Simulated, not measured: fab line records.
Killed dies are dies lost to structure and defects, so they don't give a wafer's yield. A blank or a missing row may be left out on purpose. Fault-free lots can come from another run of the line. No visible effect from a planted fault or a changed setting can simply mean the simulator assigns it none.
Lot-split experiment / flow sky130 / route with 708 steps; 5 lots, 23 wafers read

ABOUT THE SPLIT
At SKY_NWELL_SOFTBAKE_06, the setting temp_c was moved away from the recipe's 110 C on 6 of the 23 wafers read, by +2.4% to +2.7%. The other wafers ran this setting at the recipe's value.

The reading is taken at the split's own step.

THE READING
coat_of_NWELL_COAT_05.thk_nm (the simulator's own value, which no gauge read), in nm, at SKY_NWELL_SOFTBAKE_06. The file does not state a usual value for it. The 17 wafers here that ran the recipe average 3005 nm, standard deviation 6 nm.

wafer=L077.1; tool, chamber at the split=litho_track-03, 0; temp_c as run, C=110; against the recipe=recipe; coat_of_NWELL_COAT_05.thk_nm, nm=3005; against lot-mates on the recipe=-
wafer=L077.4; tool, chamber at the split=litho_track-03, 0; temp_c as run, C=110; against the recipe=recipe; coat_of_NWELL_COAT_05.thk_nm, nm=3020; against lot-mates on the recipe=-
wafer=L077.6; tool, chamber at the split=litho_track-03, 0; temp_c as run, C=110; against the recipe=recipe; coat_of_NWELL_COAT_05.thk_nm, nm=3008; against lot-mates on the recipe=-
wafer=L078.1; tool, chamber at the split=litho_track-01, 0; temp_c as run, C=112.6; against the recipe=+2.4%; coat_of_NWELL_COAT_05.thk_nm, nm=2975; against lot-mates on the recipe=-22
wafer=L078.2; tool, chamber at the split=litho_track-01, 0; temp_c as run, C=110; against the recipe=recipe; coat_of_NWELL_COAT_05.thk_nm, nm=2995; against lot-mates on the recipe=-
wafer=L078.4; tool, chamber at the split=litho_track-01, 0; temp_c as run, C=110; against the recipe=recipe; coat_of_NWELL_COAT_05.thk_nm, nm=2998; against lot-mates on the recipe=-
wafer=L078.5; tool, chamber at the split=litho_track-01, 0; temp_c as run, C=112.6; against the recipe=+2.4%; coat_of_NWELL_COAT_05.thk_nm, nm=2969; against lot-mates on the recipe=-28
wafer=L078.6; tool, chamber at the split=litho_track-01, 0; temp_c as run, C=112.6; against the recipe=+2.4%; coat_of_NWELL_COAT_05.thk_nm, nm=2972; against lot-mates on the recipe=-24
wafer=L081.1; tool, chamber at the split=litho_track-02, 0; temp_c as run, C=113; against the recipe=+2.7%; coat_of_NWELL_COAT_05.thk_nm, nm=2992; against lot-mates on the recipe=-16
wafer=L081.2; tool, chamber at the split=litho_track-02, 0; temp_c as run, C=110; against the recipe=recipe; coat_of_NWELL_COAT_05.thk_nm, nm=3008; against lot-mates on the recipe=-
wafer=L081.3; tool, chamber at the split=litho_track-02, 0; temp_c as run, C=110; against the recipe=recipe; coat_of_NWELL_COAT_05.thk_nm, nm=3007; against lot-mates on the recipe=-
wafer=L081.4; tool, chamber at the split=litho_track-02, 0; temp_c as run, C=113; against the recipe=+2.7%; coat_of_NWELL_COAT_05.thk_nm, nm=2985; against lot-mates on the recipe=-22
wafer=L081.5; tool, chamber at the split=litho_track-02, 0; temp_c as run, C=113; against the recipe=+2.7%; coat_of_NWELL_COAT_05.thk_nm, nm=2989; against lot-mates on the recipe=-18
wafer=L082.2; tool, chamber at the split=litho_track-01, 0; temp_c as run, C=110; against the recipe=recipe; coat_of_NWELL_COAT_05.thk_nm, nm=3011; against lot-mates on the recipe=-
wafer=L082.3; tool, chamber at the split=litho_track-01, 0; temp_c as run, C=110; against the recipe=recipe; coat_of_NWELL_COAT_05.thk_nm, nm=3008; against lot-mates on the recipe=-
wafer=L082.4; tool, chamber at the split=litho_track-01, 0; temp_c as run, C=110; against the recipe=recipe; coat_of_NWELL_COAT_05.thk_nm, nm=3001; against lot-mates on the recipe=-
wafer=L082.5; tool, chamber at the split=litho_track-01, 0; temp_c as run, C=110; against the recipe=recipe; coat_of_NWELL_COAT_05.thk_nm, nm=3005; against lot-mates on the recipe=-
wafer=L082.6; tool, chamber at the split=litho_track-01, 0; temp_c as run, C=110; against the recipe=recipe; coat_of_NWELL_COAT_05.thk_nm, nm=3007; against lot-mates on the recipe=-
wafer=L083.1; tool, chamber at the split=litho_track-02, 0; temp_c as run, C=110; against the recipe=recipe; coat_of_NWELL_COAT_05.thk_nm, nm=2997; against lot-mates on the recipe=-
wafer=L083.3; tool, chamber at the split=litho_track-02, 0; temp_c as run, C=110; against the recipe=recipe; coat_of_NWELL_COAT_05.thk_nm, nm=3003; against lot-mates on the recipe=-
wafer=L083.4; tool, chamber at the split=litho_track-02, 0; temp_c as run, C=110; against the recipe=recipe; coat_of_NWELL_COAT_05.thk_nm, nm=3002; against lot-mates on the recipe=-
wafer=L083.5; tool, chamber at the split=litho_track-02, 0; temp_c as run, C=110; against the recipe=recipe; coat_of_NWELL_COAT_05.thk_nm, nm=2998; against lot-mates on the recipe=-
wafer=L083.6; tool, chamber at the split=litho_track-02, 0; temp_c as run, C=110; against the recipe=recipe; coat_of_NWELL_COAT_05.thk_nm, nm=3009; against lot-mates on the recipe=-

THE FIT
A straight line over all 23 wafers: coat_of_NWELL_COAT_05.thk_nm changes by -9.24 nm for each +1% of temp_c; r = -0.81; the points scatter about the line by 7.7 nm.
The same after taking each lot's own level away (the mean of its wafers on the recipe; 23 wafers): -8.35 nm for each +1%; r = -0.91; scatter 4.5 nm.
On that fit, the largest move of temp_c shifts the reading by 23 nm.
The lots' own levels span 2996.5 to 3011.0 nm, that is 2.4 times the standard deviation above.
Thus the slope moves with the lot-to-lot level: the two fits are different.
Check: with one of the wafers moved furthest among these (+2.7%) left out of the fit, the line predicts -24.6 nm for it against its lot-mates. It came out at -15.5 nm against them.

ADDITIONAL SPLITS CARRIED BY THESE WAFERS
Note: prior to the reading, these wafers also went through further splits. Each is held against what the fit with the lots' levels taken away leaves over:
other split on the same wafers=SKY_FIELD_ISO_CVD_03 temp_c; wafers away from the commonest value=18; r with coat_of_NWELL_COAT_05.thk_nm (lot level and that fit taken away)=+0.27
other split on the same wafers=SKY_FIELD_ISO_DEVELOP_12 develop_time_s; wafers away from the commonest value=8; r with coat_of_NWELL_COAT_05.thk_nm (lot level and that fit taken away)=-0.09
other split on the same wafers=SKY_DNWELL_COAT_02 resist_thk_nm; wafers away from the commonest value=9; r with coat_of_NWELL_COAT_05.thk_nm (lot level and that fit taken away)=-0.03
other split on the same wafers=SKY_DNWELL_DEVELOP_06 dev_temp_c; wafers away from the commonest value=11; r with coat_of_NWELL_COAT_05.thk_nm (lot level and that fit taken away)=+0.12

THE WHOLE CHAIN: every reading that the file lists as answering this split, in the file's order
step=SKY_NWELL_SOFTBAKE_06; what it does=; reading=coat_of_NWELL_COAT_05.thk_nm (the simulator's own value, which no gauge read); change (the file's fit)=-8.39 nm for each +1% of the setting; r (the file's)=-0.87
step=SKY_NWELL_STRIP_14; what it does=strips in O2/N2; reading=strip_time_to_endpoint_s; change (the file's fit)=withheld for each +1% of the setting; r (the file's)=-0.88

FILE'S OWN FIT
coat_of_NWELL_COAT_05.thk_nm changes by -8.39 nm for each +1% of temp_c, r = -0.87.
